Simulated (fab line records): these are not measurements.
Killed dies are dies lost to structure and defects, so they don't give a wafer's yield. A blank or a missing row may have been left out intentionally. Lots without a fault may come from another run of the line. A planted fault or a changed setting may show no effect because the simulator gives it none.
Which of the tools did it? / flow gf180mcu / 39 wafers from 13 lots sampled at 5 of the route's 602 steps

== WHAT EACH GAUGE READ, for each wafer ==
GF_VT_IMPLANT_OVL_MEAS_07. Usual: VT_IMPLANT_OVL gives 0.8 nm (standard deviation 1.5).
lot=L825; measured=day 5 14:50; on=overlay-02; VT_IMPLANT_OVL (nm)=2.9 2.1 2.0; flag=
lot=L826; measured=day 5 22:49; on=overlay-02; VT_IMPLANT_OVL (nm)=0.9 -0.7 0.1; flag=
lot=L827; measured=day 6 02:49; on=overlay-02; VT_IMPLANT_OVL (nm)=2.4 1.9 2.4; flag=
lot=L828; measured=day 6 08:39; on=overlay-02; VT_IMPLANT_OVL (nm)=-1.5 1.0 0.3; flag=
lot=L829; measured=day 6 14:04; on=overlay-01; VT_IMPLANT_OVL (nm)=1.2 1.5 1.2; flag=
lot=L831; measured=day 7 03:10; on=overlay-01; VT_IMPLANT_OVL (nm)=0.0 2.0 0.2; flag=
lot=L832; measured=day 7 10:13; on=overlay-02; VT_IMPLANT_OVL (nm)=-3.4 -1.3 -1.9; flag=
lot=L833; measured=day 7 17:13; on=overlay-01; VT_IMPLANT_OVL (nm)=1.9 2.3 2.8; flag=
lot=L834; measured=day 7 21:10; on=overlay-02; VT_IMPLANT_OVL (nm)=0.6 3.1 0.2; flag=
lot=L838; measured=day 9 00:43; on=overlay-02; VT_IMPLANT_OVL (nm)=-1.2 1.9 -0.2; flag=
lot=L846; measured=day 11 01:00; on=overlay-01; VT_IMPLANT_OVL (nm)=-0.8 1.8 -1.2; flag=
lot=L847; measured=day 11 05:13; on=overlay-01; VT_IMPLANT_OVL (nm)=-0.2 -0.3 -0.7; flag=
lot=L848; measured=day 11 16:10; on=overlay-01; VT_IMPLANT_OVL (nm)=0.9 2.2 0.1; flag=

GF_VT_IMPLANT_TW_MEAS_43. Usual: VT_IMPLANT_4_TW gives 688 (standard deviation 5.1).
lot=L825; measured=day 7 11:25; on=film_metro-03; VT_IMPLANT_4_TW=683 689 686; flag=
lot=L826; measured=day 7 20:52; on=film_metro-01; VT_IMPLANT_4_TW=688 685 688; flag=
lot=L827; measured=day 8 02:15; on=film_metro-04; VT_IMPLANT_4_TW=692 692 690; flag=
lot=L828; measured=day 8 08:11; on=film_metro-04; VT_IMPLANT_4_TW=688 689 690; flag=
lot=L829; measured=day 8 13:38; on=film_metro-03; VT_IMPLANT_4_TW=686 687 686; flag=
lot=L831; measured=day 9 04:23; on=film_metro-03; VT_IMPLANT_4_TW=681 680 674; flag=
lot=L832; measured=day 9 12:42; on=film_metro-01; VT_IMPLANT_4_TW=691 690 689; flag=
lot=L833; measured=day 9 19:52; on=film_metro-04; VT_IMPLANT_4_TW=691 692 691; flag=
lot=L834; measured=day 10 00:03; on=film_metro-01; VT_IMPLANT_4_TW=645 645 644 647 649 644; flag=OFF
lot=L838; measured=day 11 07:23; on=film_metro-04; VT_IMPLANT_4_TW=649 645 648 644 647 644; flag=OFF
lot=L846; measured=day 13 11:39; on=film_metro-03; VT_IMPLANT_4_TW=688 683 685; flag=
lot=L847; measured=day 13 16:19; on=film_metro-03; VT_IMPLANT_4_TW=685 686 687; flag=
lot=L848; measured=day 14 03:57; on=film_metro-04; VT_IMPLANT_4_TW=693 692 692; flag=

GF_M1_CD_MEAS_14 targets a cd of 230 nm. Usual: 230.0 nm for cd_nm, sd 1.1.
lot=L825; measured=day 16 21:05; on=cd_sem-02; cd_nm (nm)=229.7 229.8 229.9; flag=
lot=L826; measured=day 17 13:09; on=cd_sem-02; cd_nm (nm)=230.2 229.8 229.1; flag=
lot=L827; measured=day 17 20:09; on=cd_sem-01; cd_nm (nm)=229.0 229.8 229.4; flag=
lot=L828; measured=day 18 05:34; on=cd_sem-02; cd_nm (nm)=229.0 229.3 229.1; flag=
lot=L829; measured=day 18 12:39; on=cd_sem-01; cd_nm (nm)=228.1 227.1 227.4; flag=
lot=L831; measured=day 19 10:57; on=cd_sem-01; cd_nm (nm)=230.4 230.8 230.9; flag=
lot=L832; measured=day 19 17:57; on=cd_sem-01; cd_nm (nm)=228.5 229.6 229.1; flag=
lot=L833; measured=day 20 03:50; on=cd_sem-01; cd_nm (nm)=229.6 228.5 228.8; flag=
lot=L834; measured=day 20 12:10; on=cd_sem-02; cd_nm (nm)=231.2 231.5 231.2; flag=
lot=L838; measured=day 22 03:43; on=cd_sem-02; cd_nm (nm)=229.7 229.7 230.5; flag=
lot=L846; measured=day 24 14:58; on=cd_sem-02; cd_nm (nm)=231.6 230.4 230.7; flag=
lot=L847; measured=day 24 19:53; on=cd_sem-01; cd_nm (nm)=231.1 232.6 230.4; flag=
lot=L848; measured=day 25 08:06; on=cd_sem-01; cd_nm (nm)=229.6 230.9 230.7; flag=

== EACH LOT AND THE TOOL THAT RAN IT (in order: tool; ch and the chambers of the sampled wafers; start) ==
lot=L825; GF_VT_IMPLANT_IMPLANT_41=implanter-03 ch 0, day 7 11:11; GF_SAB_STRIP_13=plasma_asher-03 ch 0,1, day 14 22:21
lot=L826; GF_VT_IMPLANT_IMPLANT_41=implanter-04 ch 0, day 7 20:37; GF_SAB_STRIP_13=plasma_asher-03 ch 0,1, day 15 12:40
lot=L827; GF_VT_IMPLANT_IMPLANT_41=implanter-03 ch 0, day 8 02:00; GF_SAB_STRIP_13=plasma_asher-04 ch 0,1, day 15 20:25
lot=L828; GF_VT_IMPLANT_IMPLANT_41=implanter-04 ch 0, day 8 07:56; GF_SAB_STRIP_13=plasma_asher-04 ch 0,1, day 16 04:31
lot=L829; GF_VT_IMPLANT_IMPLANT_41=implanter-04 ch 0, day 8 13:23; GF_SAB_STRIP_13=plasma_asher-03 ch 0,1, day 16 11:10
lot=L831; GF_VT_IMPLANT_IMPLANT_41=implanter-01 ch 0, day 9 04:08; GF_SAB_STRIP_13=plasma_asher-03 ch 0,1, day 17 09:22
lot=L832; GF_VT_IMPLANT_IMPLANT_41=implanter-04 ch 0, day 9 12:27; GF_SAB_STRIP_13=plasma_asher-02 ch 0,1, day 17 15:43
lot=L833; GF_VT_IMPLANT_IMPLANT_41=implanter-04 ch 0, day 9 19:39; GF_SAB_STRIP_13=plasma_asher-02 ch 0,1, day 18 01:25
lot=L834; GF_VT_IMPLANT_IMPLANT_41=implanter-04 ch 0, day 9 23:48; GF_SAB_STRIP_13=plasma_asher-03 ch 0,1, day 18 08:10
lot=L838; GF_VT_IMPLANT_IMPLANT_41=implanter-04 ch 0, day 11 07:10; GF_SAB_STRIP_13=plasma_asher-03 ch 0,1, day 20 00:59
lot=L846; GF_VT_IMPLANT_IMPLANT_41=implanter-03 ch 0, day 13 11:24; GF_SAB_STRIP_13=plasma_asher-02 ch 0, day 22 15:13
lot=L847; GF_VT_IMPLANT_IMPLANT_41=implanter-01 ch 0, day 13 16:04; GF_SAB_STRIP_13=plasma_asher-02 ch 0,1, day 22 19:16
lot=L848; GF_VT_IMPLANT_IMPLANT_41=implanter-03 ch 0, day 14 03:42; GF_SAB_STRIP_13=plasma_asher-03 ch 0,1, day 23 08:40
- GF_VT_IMPLANT_IMPLANT_41
- GF_SAB_STRIP_13: strips in O2/N2.

== WHAT THE TOOLS THEMSELVES READ (means of the sampled wafers that have a number; where no wafer has one, the mark that the record gives instead) ==
GF_VT_IMPLANT_IMPLANT_41. Usual: beam_energy_keV 70.001, standard deviation 0.02; tilt_deg 6.996 degrees, standard deviation 0.022.
lot=L825; tool=implanter-03; beam_energy_keV=70.015; tilt_deg (degrees)=6.980; flag=
lot=L826; tool=implanter-04; beam_energy_keV=70.028; tilt_deg (degrees)=7.013; flag=
lot=L827; tool=implanter-03; beam_energy_keV=70.005; tilt_deg (degrees)=6.988; flag=
lot=L828; tool=implanter-04; beam_energy_keV=69.994; tilt_deg (degrees)=6.994; flag=
lot=L829; tool=implanter-04; beam_energy_keV=70.016; tilt_deg (degrees)=7.004; flag=
lot=L831; tool=implanter-01; beam_energy_keV=70.020; tilt_deg (degrees)=6.982; flag=
lot=L832; tool=implanter-04; beam_energy_keV=70.006; tilt_deg (degrees)=6.994; flag=
lot=L833; tool=implanter-04; beam_energy_keV=69.989; tilt_deg (degrees)=6.983; flag=
lot=L834; tool=implanter-04; beam_energy_keV=55.628; tilt_deg (degrees)=6.990; flag=OFF
lot=L838; tool=implanter-04; beam_energy_keV=55.607; tilt_deg (degrees)=7.028; flag=OFF
lot=L846; tool=implanter-03; beam_energy_keV=70.015; tilt_deg (degrees)=6.966; flag=
lot=L847; tool=implanter-01; beam_energy_keV=69.995; tilt_deg (degrees)=6.985; flag=
lot=L848; tool=implanter-03; beam_energy_keV=69.973; tilt_deg (degrees)=7.010; flag=

GF_SAB_STRIP_13. Usual: drypump_motor_current_A 5.8 A, standard deviation 0.48; heater_power_w 345 W, standard deviation 40; oes_product_au 0.710 a.u., standard deviation 0.0046; strip_time_to_endpoint_s 12.61 s, standard deviation 0.032.
lot=L825; tool=plasma_asher-03; drypump_motor_current_A (A)=6.0; heater_power_w (W)=379; oes_product_au (a.u.)=0.710; strip_time_to_endpoint_s (s)=12.63; flag=
lot=L826; tool=plasma_asher-03; drypump_motor_current_A (A)=6.0; heater_power_w (W)=385; oes_product_au (a.u.)=0.704; strip_time_to_endpoint_s (s)=12.58; flag=
lot=L827; tool=plasma_asher-04; drypump_motor_current_A (A)=5.5; heater_power_w (W)=322; oes_product_au (a.u.)=0.708; strip_time_to_endpoint_s (s)=12.61; flag=
lot=L828; tool=plasma_asher-04; drypump_motor_current_A (A)=6.0; heater_power_w (W)=321; oes_product_au (a.u.)=0.707; strip_time_to_endpoint_s (s)=12.60; flag=
lot=L829; tool=plasma_asher-03; drypump_motor_current_A (A)=5.6; heater_power_w (W)=359; oes_product_au (a.u.)=0.701; strip_time_to_endpoint_s (s)=12.63; flag=
lot=L831; tool=plasma_asher-03; drypump_motor_current_A (A)=6.0; heater_power_w (W)=382; oes_product_au (a.u.)=0.715; strip_time_to_endpoint_s (s)=12.62; flag=
lot=L832; tool=plasma_asher-02; drypump_motor_current_A (A)=6.0; heater_power_w (W)=303; oes_product_au (a.u.)=0.709; strip_time_to_endpoint_s (s)=12.60; flag=
lot=L833; tool=plasma_asher-02; drypump_motor_current_A (A)=6.0; heater_power_w (W)=323; oes_product_au (a.u.)=0.710; strip_time_to_endpoint_s (s)=12.59; flag=
lot=L834; tool=plasma_asher-03; drypump_motor_current_A (A)=5.6; heater_power_w (W)=357; oes_product_au (a.u.)=0.710; strip_time_to_endpoint_s (s)=12.56; flag=
lot=L838; tool=plasma_asher-03; drypump_motor_current_A (A)=5.6; heater_power_w (W)=358; oes_product_au (a.u.)=0.710; strip_time_to_endpoint_s (s)=12.60; flag=
lot=L846; tool=plasma_asher-02; drypump_motor_current_A (A)=6.0; heater_power_w (W)=284; oes_product_au (a.u.)=0.708; strip_time_to_endpoint_s (s)=12.59; flag=
lot=L847; tool=plasma_asher-02; drypump_motor_current_A (A)=6.0; heater_power_w (W)=302; oes_product_au (a.u.)=0.712; strip_time_to_endpoint_s (s)=12.65; flag=
lot=L848; tool=plasma_asher-03; drypump_motor_current_A (A)=5.6; heater_power_w (W)=359; oes_product_au (a.u.)=0.711; strip_time_to_endpoint_s (s)=12.63; flag=

== THE ANSWER, worked out from the rows above alone ==
Rule: a lot is off if the mean of its wafers that have a number lies more than 3 standard deviations from the usual mean. Also off: a lot with no number at a reading for which 4 or more lots have one. All remaining lots with rows at the step are treated as sound. After the gauges, taken in route order, come the tools' own readings; for these a lot's mean is taken, as printed above. At the first step where some lot is off, the reading lying furthest off is the one used; lots without a number count as furthest.
Off: at GF_VT_IMPLANT_TW_MEAS_43 (VT_IMPLANT_4_TW), L834, L838.
A tool fits if, at a process step before that reading, it ran every lot that is off, and no sound lot after the first of them. Not tried: the gauges at GF_VT_IMPLANT_TW_MEAS_43; whatever is off there is also off at GF_VT_IMPLANT_IMPLANT_41, on other tools, and gauge error can't account for it. One fits: implanter-04 at GF_VT_IMPLANT_IMPLANT_41. A fault onset in the window from L833 (day 9 19:39, its last sound lot) to L834 (day 9 23:48, its first lot off) fits.
On the lots that are off, the tool's own readings at GF_VT_IMPLANT_IMPLANT_41 differ by more than 5 times the standard deviation of the sound lots' means, which bears it out; beam_energy_keV reads 55.617 there versus 70.005 on the sound lots.

== WHAT WAS PUT IN BY THE SIMULATOR ==
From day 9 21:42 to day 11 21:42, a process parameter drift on implanter-04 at GF_VT_IMPLANT_IMPLANT_41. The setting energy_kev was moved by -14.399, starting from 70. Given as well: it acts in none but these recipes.
Shown lots that were struck: L834, L838. The rule above found the same.
